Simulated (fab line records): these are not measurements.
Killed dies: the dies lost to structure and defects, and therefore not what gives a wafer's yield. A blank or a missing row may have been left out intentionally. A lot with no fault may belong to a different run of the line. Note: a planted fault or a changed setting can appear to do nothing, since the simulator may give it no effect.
Which tool is to blame? :: flow gf180mcu :: 14 lots with 42 wafers sampled at 4 steps, on a route of 602 steps

WHAT THE GAUGES SHOWED, per wafer
GF_V5_RS_MEAS_24: a four-point-probe measurement. Usual: V5_W_RS 0.327 ohm/sq, standard deviation 0.0042.
lot: L494
measured: day 27 14:01
on: film-metro-01
V5_W_RS (ohm/sq): 0.326 0.324 0.327
flag: 

lot: L495
measured: day 27 17:28
on: film-metro-04
V5_W_RS (ohm/sq): 0.319 0.324 0.316
flag: 

lot: L496
measured: day 27 23:18
on: film-metro-03
V5_W_RS (ohm/sq): 0.324 0.322 0.320
flag: 

lot: L497
measured: day 28 07:17
on: film-metro-04
V5_W_RS (ohm/sq): 0.333 0.326 0.334
flag: 

lot: L498
measured: day 28 12:38
on: film-metro-03
V5_W_RS (ohm/sq): 0.330 0.335 0.330
flag: 

lot: L500
measured: day 29 04:56
on: film-metro-03
V5_W_RS (ohm/sq): 0.327 0.327 0.327
flag: 

lot: L502
measured: day 29 19:47
on: film-metro-01
V5_W_RS (ohm/sq): 0.322 0.322 0.325
flag: 

lot: L505
measured: day 30 20:05
on: film-metro-04
V5_W_RS (ohm/sq): 0.325 0.323 0.323
flag: 

lot: L508
measured: day 31 15:19
on: film-metro-01
V5_W_RS (ohm/sq): 0.322 0.323 0.325
flag: 

lot: L510
measured: day 32 02:26
on: film-metro-04
V5_W_RS (ohm/sq): 0.323 0.329 0.323
flag: 

lot: L511
measured: day 32 11:49
on: film-metro-03
V5_W_RS (ohm/sq): 0.327 0.327 0.333
flag: 

lot: L514
measured: day 33 04:31
on: film-metro-03
V5_W_RS (ohm/sq): 0.332 0.325 0.328
flag: 

lot: L515
measured: day 33 10:04
on: film-metro-04
V5_W_RS (ohm/sq): 0.328 0.326 0.323
flag: 

lot: L517
measured: day 33 18:01
on: film-metro-03
V5_W_RS (ohm/sq): 0.329 0.331 0.328
flag: 

GF_PASSIVATION_THK_MEAS_01. Usual: PASSIVATION_CVD_00_THK 998 nm, standard deviation 12.
lot: L494
measured: day 28 11:24
on: film-metro-04
PASSIVATION_CVD_00_THK (nm): 991 997 1011
flag: 

lot: L495
measured: day 28 15:17
on: film-metro-04
PASSIVATION_CVD_00_THK (nm): 987 998 1007
flag: 

lot: L496
measured: day 28 20:46
on: film-metro-02
PASSIVATION_CVD_00_THK (nm): 984 1003 1002
flag: 

lot: L497
measured: day 29 04:22
on: film-metro-02
PASSIVATION_CVD_00_THK (nm): 967 990 986
flag: 

lot: L498
measured: day 29 09:26
on: film-metro-02
PASSIVATION_CVD_00_THK (nm): 995 999 1009
flag: 

lot: L500
measured: day 30 01:22
on: film-metro-04
PASSIVATION_CVD_00_THK (nm): 1007 1008 1002
flag: 

lot: L502
measured: day 30 15:22
on: film-metro-04
PASSIVATION_CVD_00_THK (nm): 1008 1022 1017
flag: 

lot: L505
measured: day 31 15:05
on: film-metro-04
PASSIVATION_CVD_00_THK (nm): 976 1006 1001
flag: 

lot: L508
measured: day 32 10:17
on: film-metro-01
PASSIVATION_CVD_00_THK (nm): 976 1005 996
flag: 

lot: L510
measured: day 32 21:09
on: film-metro-01
PASSIVATION_CVD_00_THK (nm): 984 1004 1007
flag: 

lot: L511
measured: day 33 05:24
on: film-metro-04
PASSIVATION_CVD_00_THK (nm): 996 992 1004
flag: 

lot: L514
measured: day 33 21:11
on: film-metro-02
PASSIVATION_CVD_00_THK (nm): 1007 1001 1016
flag: 

lot: L515
measured: day 34 02:25
on: film-metro-01
PASSIVATION_CVD_00_THK (nm): 1009 1011 1008
flag: 

lot: L517
measured: day 34 11:39
on: film-metro-04
PASSIVATION_CVD_00_THK (nm): 990 989 1001
flag: 

GF_PASSIVATION_THK_MEAS_03. Usual: PASSIVATION_CVD_02_THK 702 nm, standard deviation 9.2.
lot: L494
measured: day 28 11:45
on: film-metro-04
PASSIVATION_CVD_02_THK (nm): 692 699 699
flag: 

lot: L495
measured: day 28 15:37
on: film-metro-02
PASSIVATION_CVD_02_THK (nm): 692 704 716
flag: 

lot: L496
measured: day 28 21:07
on: film-metro-01
PASSIVATION_CVD_02_THK (nm): 711 715 723
flag: 

lot: L497
measured: day 29 04:43
on: film-metro-01
PASSIVATION_CVD_02_THK (nm): 689 690 702
flag: 

lot: L498
measured: day 29 09:47
on: film-metro-04
PASSIVATION_CVD_02_THK (nm): 693 695 708
flag: 

lot: L500
measured: day 30 01:43
on: film-metro-04
PASSIVATION_CVD_02_THK (nm): 707 712 708
flag: 

lot: L502
measured: day 30 15:43
on: film-metro-02
PASSIVATION_CVD_02_THK (nm): 689 705 700
flag: 

lot: L505
measured: day 31 15:26
on: film-metro-02
PASSIVATION_CVD_02_THK (nm): 709 713 715
flag: 

lot: L508
measured: day 32 10:38
on: film-metro-02
PASSIVATION_CVD_02_THK (nm): 701 698 704
flag: 

lot: L510
measured: day 32 21:30
on: film-metro-02
PASSIVATION_CVD_02_THK (nm): 691 693 703
flag: 

lot: L511
measured: day 33 05:45
on: film-metro-01
PASSIVATION_CVD_02_THK (nm): 707 689 712
flag: 

lot: L514
measured: day 33 21:32
on: film-metro-01
PASSIVATION_CVD_02_THK (nm): 683 687 691
flag: 

lot: L515
measured: day 34 02:46
on: film-metro-02
PASSIVATION_CVD_02_THK (nm): 703 692 701
flag: 

lot: L517
measured: day 34 12:00
on: film-metro-01
PASSIVATION_CVD_02_THK (nm): 687 694 679
flag: 

WHICH TOOL RAN EACH LOT (tool, then ch and the chambers of the sampled wafers, then the start)
lot: L494
GF_M1_SPUTTER_02: pvd-sputter-03, day 16 10:44

lot: L495
GF_M1_SPUTTER_02: pvd-sputter-03, day 16 15:35

lot: L496
GF_M1_SPUTTER_02: pvd-sputter-02, day 16 22:59

lot: L497
GF_M1_SPUTTER_02: pvd-sputter-02, day 17 09:05

lot: L498
GF_M1_SPUTTER_02: pvd-sputter-02, day 17 13:15

lot: L500
GF_M1_SPUTTER_02: pvd-sputter-02, day 18 10:08

lot: L502
GF_M1_SPUTTER_02: pvd-sputter-03, day 19 02:13

lot: L505
GF_M1_SPUTTER_02: pvd-sputter-03, day 20 10:59

lot: L508
GF_M1_SPUTTER_02: pvd-sputter-02, day 21 13:20

lot: L510
GF_M1_SPUTTER_02: pvd-sputter-01, day 22 02:58

lot: L511
GF_M1_SPUTTER_02: pvd-sputter-02, day 22 17:23

lot: L514
GF_M1_SPUTTER_02: pvd-sputter-03, day 23 14:35

lot: L515
GF_M1_SPUTTER_02: pvd-sputter-01, day 24 00:40

lot: L517
GF_M1_SPUTTER_02: pvd-sputter-02, day 24 13:38
- GF_M1_SPUTTER_02: material AlCu, target thk 450 nm, time 23.9 s.

AS READ BY THE TOOLS THEMSELVES (means over the sampled wafers that have a number; for cases with no such wafer, the mark the record gives instead)
GF_M1_SPUTTER_02. Usual: throttle-valve-pct 30.3 %, standard deviation 1.3.
lot: L494
tool: pvd-sputter-03
throttle-valve-pct (%): 30.0
flag: 

lot: L495
tool: pvd-sputter-03
throttle-valve-pct (%): 29.9
flag: 

lot: L496
tool: pvd-sputter-02
throttle-valve-pct (%): 31.7
flag: 

lot: L497
tool: pvd-sputter-02
throttle-valve-pct (%): 29.8
flag: 

lot: L498
tool: pvd-sputter-02
throttle-valve-pct (%): 31.3
flag: 

lot: L500
tool: pvd-sputter-02
throttle-valve-pct (%): 29.5
flag: 

lot: L502
tool: pvd-sputter-03
throttle-valve-pct (%): 29.3
flag: 

lot: L505
tool: pvd-sputter-03
throttle-valve-pct (%): 29.4
flag: 

lot: L508
tool: pvd-sputter-02
throttle-valve-pct (%): 31.9
flag: 

lot: L510
tool: pvd-sputter-01
throttle-valve-pct (%): 29.4
flag: 

lot: L511
tool: pvd-sputter-02
throttle-valve-pct (%): 30.6
flag: 

lot: L514
tool: pvd-sputter-03
throttle-valve-pct (%): 30.1
flag: 

lot: L515
tool: pvd-sputter-01
throttle-valve-pct (%): 30.1
flag: 

lot: L517
tool: pvd-sputter-02
throttle-valve-pct (%): 30.0
flag: 

THE ANSWER, worked out from the rows above alone
Rule: a lot counts as off when the mean over its wafers that have a number is more than 3 standard deviations away from the usual mean. A lot without any number at a reading at which 4 lots or more have one is off too. Where the step has rows for the other lots, those lots are counted as sound. First the gauges in route order, then the tools' own readings, where a lot's mean is used as printed above. At the first step where some lot is off, the reading lying furthest off is the one used; lots without a number count as furthest.
Across all readings shown, no lot is off: no conclusion can be drawn from this.

WHAT WAS PUT IN BY THE SIMULATOR
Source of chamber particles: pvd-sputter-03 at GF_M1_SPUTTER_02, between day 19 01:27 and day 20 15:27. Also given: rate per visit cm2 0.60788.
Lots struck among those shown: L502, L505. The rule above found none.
